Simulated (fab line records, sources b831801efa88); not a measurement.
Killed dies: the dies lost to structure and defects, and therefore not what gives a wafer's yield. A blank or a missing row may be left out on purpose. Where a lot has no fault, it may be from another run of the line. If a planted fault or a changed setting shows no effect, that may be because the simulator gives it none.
A lot that was struck, set against a sound lot ; flow sky130 ; 20 steps out of a route of 708
Sound: wafers L220.1, L220.3, L220.5. Wafers L225.2, L225.5, L225.6 were the ones struck. Last of all comes the cause.
For every step that has rows: the tool of each side, followed by ch and its chambers, followed by its first start. Under that, the readings that differ: sound wafers ; struck wafers ; difference of the means ; sigmas: that difference in standard deviations of wafers without a fault.
alike: readings with means less than 2 such deviations apart, plus words and numbers identical on both sides. not compared: withheld readings, readings lacking a value on some wafer, bounds such as >300 that could conceal the same value, and numbers that have no deviation in the record and whose values overlap.
The two part at a step that has a row with sigmas, a row that says differs or no value, or rows on one side only. Numbers that don't overlap but have no deviation are shown without sigmas and don't part them. A reading missing from all wafers of one side parts the sides only when that side holds two or more wafers.

first, 1 step without rows for these wafers: SKY_RES_XHIGH_IMPLANT_07.
SKY_RES_XHIGH_STRIP_08: strips in O2/N2.
  sound on plasma asher-04 ch 1, day 28 05:50; struck on plasma asher-02 ch 0,1, day 29 20:49
  alike: drypump motor current A, oes product au, strip time to endpoint s
  not compared: rf hours counter h
SKY_RES_XHIGH_TW_MEAS_09:
  sound on film metro-03, day 28 05:56; struck on film metro-03, day 29 20:55
  alike: RES_XHIGH_TW
then, 7 steps without rows for these wafers: SKY_SD_N_DEHYDRATE_00 (time 60 s); SKY_SD_N_HMDS_01 (prime time 60 s); SKY_SD_N_COAT_02 (resist thk 1140 nm); SKY_SD_N_SOFTBAKE_03 (time 60 s); SKY_SD_N_EXPOSE_04 (exposes mask NSDM, target cd 380 nm); SKY_SD_N_PEB_05; SKY_SD_N_DEVELOP_06 (develop time 60 s).
SKY_SD_N_CD_MEAS_07: the cd target is 380 nm.
  sound on cd sem-02, day 29 09:34; struck on cd sem-01, day 31 00:37
  alike: cd nm
SKY_SD_N_OVL_MEAS_08:
  sound on overlay-02, day 29 09:41; struck on overlay-01, day 31 00:43
  alike: SD_N_OVL
SKY_SD_N_IMPLANT_09:
  sound on implanter-01 ch 0, day 29 09:43; struck on implanter-01 ch 0, day 31 00:46
reading;sound;struck;difference;sigmas
faraday current uA;14411 14793 15229;20000 19033 19640;+4747;+3
then, 1 step without rows for these wafers: SKY_SD_N_IMPLANT_10.
SKY_SD_N_STRIP_11: strips in O2/N2.
  sound on plasma asher-03 ch 0,1, day 29 10:01; struck on plasma asher-03 ch 0,1, day 31 01:03
reading;sound;struck;difference;sigmas
oes product au (a.u.);0.532 0.531 0.525;0.538 0.536 0.544;+0.010;+2
strip time to endpoint s (s);22.55 22.57 22.59;21.63 21.58 21.62;-0.96;-23
  alike: drypump motor current A
  not compared: rf hours counter h
SKY_SD_N_TW_MEAS_12:
  sound on film metro-04, day 29 10:07; struck on film metro-04, day 31 01:10
  alike: SD_N_TW
then, 1 step without rows for these wafers: SKY_SD_N_CLEAN_13 (cleans in SC1/SC2, time 150 s).
SKY_SD_N_RTA_14: time 2 s.
  sound on rtp anneal-02 ch 0, day 29 10:13; struck on rtp anneal-01 ch 0, day 31 01:16
  alike: chamber o2 ppm, lamp power pct, wafer_temp_C_max
SKY_SD_N_RS_MEAS_16: the measuring method here is four-point-probe.
  sound on film metro-03, day 29 10:24; struck on film metro-01, day 31 01:49
reading;sound;struck;difference;sigmas
SD_N_RS (ohm/sq);68.34 68.49 68.43;71.06 71.02 70.90;+2.57;+23
  not compared: hold
SKY_SD_N_RS_MEAS_17: the measuring method here is four-point-probe.
  sound on film metro-03, day 29 10:31; struck on film metro-01, day 31 05:57
reading;sound;struck;difference;sigmas
hold;- - -;await dispo/4.0h/release await dispo/4.0h/release await dispo/4.0h/release;no value on the sound wafers;
SD_P_RS (ohm/sq);146.5 146.1 146.3;146.9 146.9 147.5;+0.8;+2

## WHERE THEY PART
Earliest at SKY_SD_N_IMPLANT_09; latest, in this record, at SKY_SD_N_RS_MEAS_17.

WHY: what had been put in by the simulator
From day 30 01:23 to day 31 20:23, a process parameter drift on implanter-01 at SKY_SD_N_IMPLANT_09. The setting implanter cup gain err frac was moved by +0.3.
